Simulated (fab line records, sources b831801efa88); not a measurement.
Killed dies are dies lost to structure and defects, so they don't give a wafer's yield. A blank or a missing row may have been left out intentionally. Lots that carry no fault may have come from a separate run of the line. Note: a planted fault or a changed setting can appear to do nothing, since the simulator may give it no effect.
fab line records | flow sky130
[record] lots = 5 wafers = 15 last-day = 50
route steps=708 shown PAD_OPEN@695
lots untouched by any fault: they come from a run of this same line in which no faults occurred
start-h: hours from the record's first day to the start of the lot's first wafer shown | wait-h: how many hours have passed since the lot's step before this one | " repeats the value in the row above | L1.1+2: several wafers, shown together as one row | - either no value or no given start | * or withheld: withheld | < > ~ a bound
route shown NAME@n: NAME is a module with steps in the file, n the number in the route of the first one | usual: mean/standard deviation taken from wafers without a fault | same: alike in all rows | chamber/n: place in a boat | sites: readings site by site | _std_site: how widely they spread, as a standard deviation | _edge_site: the outer-site mean with the inner-site mean subtracted | radius-mm: for every site, how far away it sits from the centre of the wafer | mask NAME#n: copy n | behind: the last tool/chamber to shape the wafer | hold: what put the lot on hold/how long, in hours/how the hold closed | device: transistor that didn't switch, given as n, p or np | end of line: the route-end tests of the same wafers | for a step that has no rows: nothing shown but its recipe | killed: dies that structure and defects cost at the first sort, which is not the same as the wafer's yield | map: shows each die of a wafer: x if killed, . if not, _ if none is there
set.NAME: the run value of the setting; set.NAME@STEP: its run value at that earlier step | model.NAME: the simulator's own value behind a step, which no gauge read
lots at some steps of the route; a table a step, a row a wafer
services: from which hour (start-h, from the record's first day; less than 0 if before it) a tool's chamber was out of use, for how many hours, and why
[[steps]]
[step SKY_PAD_OPEN_HMDS_01]
[recipe] prime-time-s = 60 prime-temp-c = 120
// columns lot.wafer tool chamber start-h wait-h
L074.1+2+4 litho-track-03 0 1050.43 0.1
L077.3+5+6 litho-track-01 0 1071.87 0.1
L078.1+2+3 litho-track-03 0 1093.88 0.1
L080.1+4+5 litho-track-03 0 1095.43 0.1
L097.1+5+6 litho-track-03 0 1182.19 0.1
[step SKY_PAD_OPEN_COAT_02]
[recipe] spin-rpm = 2000 resist-thk-nm = 3000
// columns lot.wafer tool chamber start-h wait-h
L074.1+2+4 litho-track-03 0 1050.58 0.1
L077.3+5+6 litho-track-01 0 1072.02 0.1
L078.1+2+3 litho-track-03 0 1094.03 0.1
L080.1+4+5 litho-track-03 0 1095.58 0.1
L097.1+5+6 litho-track-03 0 1182.34 0.1
[step SKY_PAD_OPEN_SOFTBAKE_03]
[recipe] temp-c = 110 time-s = withheld
// columns lot.wafer tool chamber start-h wait-h
L074.1+2+4 litho-track-03 0 1050.73 0.1
L077.3+5+6 litho-track-01 0 1072.19 0.1
L078.1+2+3 litho-track-03 0 1094.18 0.1
L080.1+4+5 litho-track-03 0 1095.73 0.1
L097.1+5+6 litho-track-03 0 1182.49 0.1
[step SKY_PAD_OPEN_EXPOSE_04]
[recipe] mask-id = PDM target-cd-nm = 60000 na = 0.57 dose-mj = 260
// columns lot.wafer tool chamber start-h wait-h mask
L074.1+2+4 iline-stepper-02 0 - - PDM#0
L077.3+5+6 iline-stepper-01 0 - - PDM#0
L078.1+2+3 iline-stepper-02 0 - - PDM#0
L080.1+4+5 iline-stepper-02 0 - - PDM#0
L097.1+5+6 iline-stepper-02 0 - - PDM#0
[step SKY_PAD_OPEN_PEB_05]
[recipe] temp-c = 115 time-s = withheld
// columns lot.wafer tool chamber start-h wait-h
L074.1+2+4 litho-track-01 0 - -
L077.3+5+6 litho-track-04 0 - -
L078.1+2+3 litho-track-03 0 - -
L080.1+4+5 litho-track-01 0 - -
L097.1+5+6 litho-track-03 0 - -
[step SKY_PAD_OPEN_DEVELOP_06]
[recipe] develop-time-s = 60 dev-temp-c = 21.8
[usual] developer-temp-C = 21.79/0.1
// columns lot.wafer tool chamber start-h wait-h developer-temp-C
L074.1 litho-track-01 0 - - 21.60
L074.2 " 0 " " 21.80
L074.4 " 0 " " 21.70
L077.3 litho-track-04 0 - - 21.72
L077.5 " 0 " " 21.75
L077.6 " 0 " " 21.82
L078.1 litho-track-03 0 - - 21.96
L078.2 " 0 " " 21.88
L078.3 " 0 " " 21.97
L080.1 litho-track-01 0 - - 21.84
L080.4 " 0 " " 21.84
L080.5 " 0 " " 21.76
L097.1 litho-track-03 0 - - 21.75
L097.5 " 0 " " 21.74
L097.6 " 0 " " 21.95
[step SKY_PAD_OPEN_ETCH_07]
[recipe] chemistry = CF4/O2 target-depth-nm = 725 stop-on = AlCu source-w = 800 bias-w = 150 pressure-mtorr = 150 cf4-flow-sccm = 80 O2_flow_sccm = 10 time-s = 161.1
[usual] bias-w = 150.1/0.47 drypump-motor-current-A = 5.9/0.33 oes-product-au = 0.976/0.0059 throttle-valve-pct = 5.964/0.0092
// columns lot.wafer tool chamber start-h wait-h bias-w drypump-motor-current-A oes-product-au rf-hours-counter-h throttle-valve-pct
L074.1 rie-diel-03 2 1060.02 - 150.0 6.4 0.969 21 5.973
L074.2 " 0 " " 150.6 5.8 0.971 17 5.977
L074.4 " 1 " " 149.8 5.8 0.975 10 5.954
L077.3 rie-diel-02 0 1081.66 - 150.2 5.6 0.971 8 5.966
L077.5 " 1 " " 149.8 5.9 0.967 - 5.952
L077.6 " 2 " " 150.7 6.1 0.974 - 5.978
L078.1 rie-diel-03 1 1104.13 - 150.5 5.8 0.970 11 5.959
L078.2 " 0 " " 150.7 5.8 0.971 19 5.974
L078.3 " 2 " " 150.4 6.4 0.967 22 5.961
L080.1 rie-diel-03 0 1105.42 - 150.7 5.8 0.975 19 5.966
L080.4 " 3 " " 150.0 6.3 0.979 16 5.970
L080.5 " 3 " " 150.1 6.4 0.976 - 5.971
L097.1 rie-diel-03 2 1189.44 - 150.3 6.4 0.991 25 5.963
L097.5 " 3 " " 150.3 6.3 0.977 - 5.959
L097.6 " 0 " " 149.7 5.8 0.980 - 5.971
[step SKY_PAD_OPEN_STRIP_08]
[recipe] chemistry = O2/N2 power-w = 1400 pressure-mtorr = 1500 platen-temp-c = withheld overash-fraction = 0.7 o2-flow-sccm = 3000 n2-flow-sccm = 300
[usual] drypump-motor-current-A = 5.6/0.5 oes-product-au = 0.664/0.0047 strip-time-to-endpoint-s = 37.04/0.093
// columns lot.wafer tool chamber start-h wait-h drypump-motor-current-A oes-product-au rf-hours-counter-h strip-time-to-endpoint-s
L074.1 plasma-asher-02 0 1060.13 0.1 5.2 0.664 31 37.09
L074.2 " 1 " " 6.5 0.662 31 37.10
L074.4 " 1 " " 6.5 0.665 - 37.03
L077.3 plasma-asher-04 1 1081.80 0.1 5.6 0.670 - 36.97
L077.5 " 0 " " 5.0 0.670 - 36.87
L077.6 " 1 " " 5.6 0.665 - 36.92
L078.1 plasma-asher-01 1 1104.24 0.1 5.4 0.652 94 37.19
L078.2 " 0 " " 5.7 0.656 94 37.08
L078.3 " 0 " " 5.6 0.667 - 37.16
L080.1 plasma-asher-02 0 1105.53 0.1 5.2 0.670 36 37.06
L080.4 " 0 " " 5.2 0.666 - 37.11
L080.5 " 0 " " 5.2 0.654 - 36.96
L097.1 plasma-asher-01 0 1189.54 0.1 5.6 0.661 102 37.08
L097.5 " 0 " " 5.6 0.669 - 37.05
L097.6 " 1 " " 5.4 0.657 - 37.02
[step SKY_PAD_OPEN_STRIP_09]
[recipe] chemistry = post-etch-residue-remover time-s = 1200 temp-c = 72.5
[usual] bath-guard-temp-C = 72.7/0.45 bath-heat-duty-pct = 14.9/1.1
// columns lot.wafer tool chamber start-h wait-h bath-guard-temp-C bath-heat-duty-pct
L074.1 wet-bench-01 1 1060.23 0.1 72.8 15.6
L074.2 " 1 " " 72.7 15.6
L074.4 " 1 " " 72.9 14.8
L077.3 wet-bench-02 1 1081.87 0.0 73.0 15.0
L077.5 " 1 " " 73.3 15.5
L077.6 " 1 " " 72.8 16.1
L078.1 wet-bench-02 2 1104.34 0.1 72.6 14.6
L078.2 " 2 " " 72.2 13.3
L078.3 " 2 " " 72.5 14.5
L080.1 wet-bench-01 3 1105.63 0.1 72.4 13.8
L080.4 " 3 " " 72.6 13.4
L080.5 " 3 " " 72.3 14.0
L097.1 wet-bench-03 3 1189.64 0.1 72.0 14.7
L097.5 " 3 " " 72.3 14.4
L097.6 " 3 " " 72.1 14.9
[step SKY_PAD_OPEN_CLEAN_10]
[recipe] chemistry = IPA time-s = 180 temp-c = 25
[usual] bath-heat-duty-pct = 6.4/0.54
// columns lot.wafer tool chamber start-h wait-h bath-heat-duty-pct
L074.1 wet-bench-03 1 1060.60 0.0 6.1
L074.2 " 1 " " 6.0
L074.4 " 1 " " 6.5
L077.3 wet-bench-01 1 1082.24 0.0 6.6
L077.5 " 1 " " 7.0
L077.6 " 1 " " 7.2
L078.1 wet-bench-01 2 1104.68 0.0 7.3
L078.2 " 2 " " 7.4
L078.3 " 2 " " 7.2
L080.1 wet-bench-01 0 1106.00 0.0 6.9
L080.4 " 0 " " 5.9
L080.5 " 0 " " 6.2
L097.1 wet-bench-02 2 1189.98 0.0 6.4
L097.5 " 2 " " 6.9
L097.6 " 2 " " 6.5
[step SKY_PAD_OPEN_CLEAN_11]
[recipe] chemistry = O3/DIW dry = n2-spin
// columns lot.wafer tool chamber start-h wait-h
L074.1+2+4 wet-bench-01 0 1060.67 0.0
L077.3+5+6 wet-bench-02 3 1082.30 0.0
L078.1+2+3 wet-bench-03 3 1104.75 0.0
L080.1+4+5 wet-bench-03 1 1106.07 0.0
L097.1+5+6 wet-bench-03 1 1190.04 0.0
[step SKY_PAD_OPEN_ANNEAL_12]
[recipe] temp-c = 400 time-s = withheld ambient = N2/H2 idle-temp-c = 300 ramp-up-c-per-min = 8 ramp-down-c-per-min = 4
// columns lot.wafer tool chamber start-h wait-h
L074.1+2+4 furnace-01 0 1060.77 0.0
L077.3+5+6 furnace-02 0 1082.40 0.0
L078.1+2+3 furnace-01 0 1104.84 0.0
L080.1+4+5 furnace-02 0 1106.16 0.0
L097.1+5+6 furnace-01 0 1190.13 0.0
[step SKY_PAD_OPEN_BOW_MEAS_13]
[recipe] mode = bow
[usual] PAD_OPEN_BOW = 49/9.8
// columns lot.wafer tool chamber start-h wait-h PAD_OPEN_BOW[um]
L074.1 film-metro-03 - 1062.27 - 42
L074.2 " - " " 51
L074.4 " - " " 51
L077.3 film-metro-03 - 1083.94 - 30
L077.5 " - " " 28
L077.6 " - " " 30
L078.1 film-metro-03 - 1106.34 - 47
L078.2 " - " " 60
L078.3 " - " " 32
L080.1 film-metro-03 - 1107.66 - 41
L080.4 " - " " 46
L080.5 " - " " 40
L097.1 film-metro-02 - 1191.63 - 45
L097.5 " - " " 67
L097.6 " - " " 47
[step SKY_PAD_OPEN_PROBE_99]
[usual] defect-limited-yield = 82.5/1.9 killed_at_M0_to_M3 = 44/6.6 killed_at_M4_up = 3.0/2 killed-at-contacts = 24/5.1 killed-at-front-end = 15/4.1 killed-at-other = 0.4/0.62 killed-dies = 86/9.3 killed-open = 46/6.8 killed-short = 40/5.8 sort_bin_3_pad_short = 0.8/0.4 sort_bin_5_function = 10.3/1.4 sort_bin_6_memory = 6.4/1 sort-n-pass = 406/9.3 sort-yield-pct = 82.5/1.9
[same] gross-dies = 492 killed-at-back-side = 0 sort_bin_4_leakage[%] = 0 sort_bin_8_speed[%] = 0
// columns lot.wafer tool chamber start-h wait-h defect-limited-yield[%] killed_at_M0_to_M3 killed_at_M4_up killed-at-contacts killed-at-front-end killed-at-other killed-dies killed-open killed-short sort_bin_3_pad_short[%] sort_bin_5_function[%] sort_bin_6_memory[%] sort-n-pass sort-yield-pct[%]
L077.3 prober-01 - 1084.12 0.2 79.3 50 0 33 16 3 102 46 53 1.0 12.4 7.3 390 79.3
L077.5 prober-01 - 1084.22 0.2 83.5 36 4 25 16 0 81 39 42 0.8 9.8 5.9 411 83.5
L077.6 prober-01 - 1084.27 0.2 81.9 39 3 33 14 0 89 46 43 1.4 10.2 6.5 403 81.9
L080.1 prober-01 - 1107.78 0.1 84.8 41 1 15 17 1 75 39 36 0.4 8.5 6.3 417 84.8
L080.4 prober-01 - 1107.93 0.2 83.5 49 3 17 12 0 81 43 38 0.8 10.0 5.7 411 83.5
L080.5 prober-01 - 1107.98 0.2 83.9 42 3 23 11 0 79 42 37 1.0 9.1 5.9 413 83.9
// killed by level:class
L077.3 CONTACT:geometric-particle:open=14 VIA3:geometric-particle:open=12 LOCAL_INTERCONNECT:geometric-particle:short=10 VIA1:geometric-particle:open=7 FIELD_ISO:geometric-particle:short=5 METAL3:geometric-particle:short=5 VIA3:geometric-particle:short=5 POLY_GATE:geometric-particle:short=4
L077.5 CONTACT:geometric-particle:open=13 VIA3:geometric-particle:open=8 POLY_GATE:geometric-particle:short=7 METAL1:geometric-particle:short=5 METAL2:geometric-particle:short=5 FIELD_ISO:geometric-particle:short=4 LI_CONTACT:geometric-particle:open=4 VIA1:geometric-particle:short=4
L077.6 CONTACT:geometric-particle:open=11 VIA1:geometric-particle:short=8 METAL1:geometric-particle:short=8 LI_CONTACT:geometric-particle:open=7 CONTACT:geometric-particle:short=6 METAL2:geometric-particle:short=5 LOCAL_INTERCONNECT:geometric-particle:short=5 VIA1:geometric-particle:open=5
L080.1 VIA2:geometric-particle:open=8 FIELD_ISO:geometric-particle:short=7 VIA1:geometric-particle:open=7 VIA3:geometric-particle:open=7 CONTACT:geometric-particle:open=6 METAL1:geometric-particle:short=6 CONTACT:geometric-particle:short=5 VIA1:geometric-particle:short=4
L080.4 VIA2:geometric-particle:open=11 METAL2:geometric-particle:short=7 VIA3:geometric-particle:open=6 LI_CONTACT:geometric-particle:open=5 VIA1:geometric-particle:open=5 LOCAL_INTERCONNECT:geometric-particle:short=4 CONTACT:geometric-particle:open=4 METAL1:geometric-particle:short=4
L080.5 CONTACT:geometric-particle:open=12 VIA3:geometric-particle:open=7 VIA2:geometric-particle:open=6 METAL2:geometric-particle:short=5 VIA1:geometric-particle:open=5 METAL3:geometric-particle:short=5 LI_CONTACT:geometric-particle:open=4 CONTACT:geometric-particle:short=4
[[services]]
// columns tool chamber start-h hours kind
furnace-02 - 1027.58 2.9 pm
furnace-01 - 1030.53 2.4 pm
litho-track-01 - 1040.92 - consumable-replace:filter
litho-track-04 - 1051.37 - consumable-replace:filter
furnace-02 - 1054.53 3.2 pm
rie-diel-02 3 1057.90 - clean
rie-diel-02 3 1057.90 21.4 scheduled-down
rie-diel-02 3 1057.90 21.4 vent-cycle
furnace-01 - 1063.26 3.9 repair
rie-diel-03 3 1069.05 4.4 repair
iline-stepper-01 0 1075.31 - calibration
iline-stepper-01 - 1103.80 1.7 pm
furnace-02 - 1107.66 27.3 pm
rie-diel-02 3 1109.66 4.2 repair
wet-bench-01 - 1131.41 1.9 pm
rie-diel-03 2 1137.40 4.2 repair
furnace-01 - 1146.75 3.7 pm
iline-stepper-02 0 1148.19 - calibration
rie-diel-02 2 1154.49 5.2 repair
rie-diel-02 2 1175.25 1.3 repair
rie-diel-02 2 1176.57 - clean
rie-diel-02 2 1176.57 - consumable-replace:focus-ring
iline-stepper-02 - 1176.77 1.7 pm
plasma-asher-01 - 1176.98 1.0 repair
[[key]]
fault none
